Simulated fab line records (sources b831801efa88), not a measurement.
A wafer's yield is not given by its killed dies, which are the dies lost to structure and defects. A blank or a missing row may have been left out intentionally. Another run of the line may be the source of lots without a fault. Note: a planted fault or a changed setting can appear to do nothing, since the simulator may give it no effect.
A struck lot beside a sound one :: flow sky130 :: 20 steps out of a route of 708
Sound: these wafers, L180.4, L180.5, L180.6. Wafers struck: L186.2, L186.3, L186.4. The cause is given at the end.
Per side, at each step with rows, come the tool, then ch with its chambers, and then its first start. Under that, the readings that differ: sound wafers :: struck wafers :: difference of the means :: sigmas: that difference in standard deviations of wafers without a fault.
alike: same words and numbers on both sides, and readings whose means sit less than 2 such deviations apart. not compared: any withheld reading, any reading some wafer has no value for, any bound like >300 that may hide the same value, and any number with overlapping values for which the record gives no deviation.
The two part at a step that has a row with sigmas, a row that says differs or no value, or rows on one side only. When numbers do not overlap yet have no deviation, they are printed without sigmas and do not part them. Lack of a reading on every wafer of one side parts them only where that side has two or more wafers.

SKY_RES_PROTECT_STRIP_07: strips in O2/N2.
  sound on plasma_asher-04 ch 0,1, day 21 06:52; struck on plasma_asher-03 ch 0,1, day 23 07:19
  alike: drypump_motor_current_A, oes_product_au, strip_time_to_endpoint_s
  not compared: rf_hours_counter_h
SKY_RES_PROTECT_TW_MEAS_08:
  struck on film_metro-01, day 23 07:26; sound on film_metro-02, day 21 06:58
  alike: POLY_GATE_TW
then, 2 steps without rows for these wafers: SKY_RES_PROTECT_CLEAN_09 (cleans in SC1/SC2, time 150 s); SKY_POLY_GATE_CVD_03 (deposits Si3N4 from DCS/NH3, target thk 75 nm, time 1290 s).
SKY_POLY_GATE_THK_MEAS_04:
  struck on film_metro-04, day 23 11:58; sound on film_metro-01, day 21 10:25
  alike: POLY_GATE_CVD_03_THK
then, 7 steps without rows for these wafers: SKY_POLY_GATE_DEHYDRATE_05 (time 60 s); SKY_POLY_GATE_HMDS_06 (prime time 60 s); SKY_POLY_GATE_COAT_07 (resist thk 110 nm); SKY_POLY_GATE_COAT_08 (resist thk 450 nm); SKY_POLY_GATE_SOFTBAKE_09 (time 90 s); SKY_POLY_GATE_EXPOSE_10 (exposes mask P1M, target cd 150 nm); SKY_POLY_GATE_PEB_11.
SKY_POLY_GATE_DEVELOP_12: develop time 60 s.
  sound on litho_track-01 ch 0, day 22 16:00; struck on litho_track-03 ch 0, day 24 17:00
SKY_POLY_GATE_CD_MEAS_13: the cd target is 150 nm.
  struck on cd_sem-01, day 24 17:35; sound on cd_sem-01, day 22 16:37
reading: cd_nm (nm)
sound: 150.3 149.7 150.7
struck: 143.7 145.5 145.0
difference: -5.5
sigmas: -5
SKY_POLY_GATE_OVL_MEAS_14:
  struck on overlay-01, day 24 17:41; sound on overlay-02, day 22 16:41
  alike: POLY_GATE_OVL
SKY_POLY_GATE_ETCH_15: etches BARC in N2/H2, stops on SiO2, time 118.5 s, target depth 110 nm.
  sound on rie_diel-03 ch 1,2, day 22 16:42; struck on rie_diel-02 ch 1,2,3, day 24 17:43
reading: model.POLY_GATE.cd_nm (nm)
sound: 150 147.9 148.9
struck: 143.1 145.7 144.7
difference: -4.4
sigmas: 
  alike: drypump_motor_current_A, oes_product_au, throttle_valve_pct
  not compared: rf_hours_counter_h
SKY_POLY_GATE_ETCH_16: etches Si3N4 in CH3F/O2, stops on poly-Si, time 147.5 s, target depth 75 nm.
  sound on rie_diel-03 ch 1,2, day 22 16:47; struck on rie_diel-02 ch 1,2,3, day 24 17:49
  alike: drypump_motor_current_A, oes_product_au, throttle_valve_pct
  not compared: rf_hours_counter_h
SKY_POLY_GATE_ETCH_17: etches poly-Si in HBr/Cl2, stops on SiO2, target depth 180 nm, time 70.5 s.
  sound on rie_si-02 ch 0,1,3, day 22 16:53; struck on rie_si-01 ch 1,2,3, day 24 17:54
reading: model.POLY_GATE.cd_nm (nm)
sound: 150.6 147.9 147.3
struck: 144.3 144.8 145.4
difference: -3.8
sigmas: 
  alike: drypump_motor_current_A, oes_product_au, throttle_valve_pct
  not compared: rf_hours_counter_h
SKY_POLY_GATE_STRIP_18: strips in O2/N2.
  sound on plasma_asher-04 ch 0,1, day 22 16:58; struck on plasma_asher-02 ch 0,1, day 24 17:58
reading: strip_time_to_endpoint_s (s)
sound: 3.19 3.20 3.27
struck: 3.12 3.12 3.10
difference: -0.11
sigmas: -3
  alike: drypump_motor_current_A, oes_product_au
  not compared: rf_hours_counter_h
-- a jump in the record: the struck wafers' starts before and after are 26 days apart (it breaks off in module POLY_GATE and resumes in module PAD_OPEN, where the first step shown is number 708 of the route) --
SKY_PAD_OPEN_PROBE_99:
  struck on prober-02, day 51 01:52; sound on prober-02, day 49 17:14
reading: model.etest.pfet_01v8.r_on_ohm_um
sound: 2955 2916 2866
struck: 2790 2773 2809
difference: -122
sigmas: 

reading: model.etest.res_poly.line_ohm_um
sound: 499.6 513.3 528.6
struck: 552.2 536.8 541.1
difference: +29.5
sigmas: 

reading: model.etest.pfet_01v8.drive_ua_um
sound: 188.3 191.2 192.9
struck: 202.6 204.1 200.2
difference: +11.5
sigmas: 

reading: model.etest.pfet_01v8_hvt.drive_ua_um
sound: 138.6 142.6 146.1
struck: 151.1 152.9 149.9
difference: +8.9
sigmas: 

reading: model.etest.res_xhigh_po.width_nm (nm)
sound: 349.6 348.9 347.8
struck: 346.1 345.5 345.6
difference: -3.0
sigmas: 

reading: model.etest.res_high_po.width_nm (nm)
sound: 350.7 347.6 347.4
struck: 345.6 346 344.5
difference: -3.2
sigmas: 

reading: model.etest.res_poly.width_nm (nm)
sound: 95.02 92.3 92.26
struck: 88.66 88.69 89.39
difference: -4.28
sigmas: 

reading: model.etest.ring_1v8.delay_ps
sound: 21.7 21.2 21.06
struck: 20.04 20.24 20.39
difference: -1.10
sigmas: 
  alike: killed_at_M0_to_M3, killed_at_M4_up, killed_at_contacts, killed_at_front_end, killed_at_other, killed_dies, killed_open, killed_short

## WHERE THEY PART
At SKY_POLY_GATE_CD_MEAS_13 first; at SKY_POLY_GATE_STRIP_18 last (within this record only). Later steps at which nothing parts them and some readings are alike: SKY_PAD_OPEN_PROBE_99.

WHY: whatever the simulator had introduced
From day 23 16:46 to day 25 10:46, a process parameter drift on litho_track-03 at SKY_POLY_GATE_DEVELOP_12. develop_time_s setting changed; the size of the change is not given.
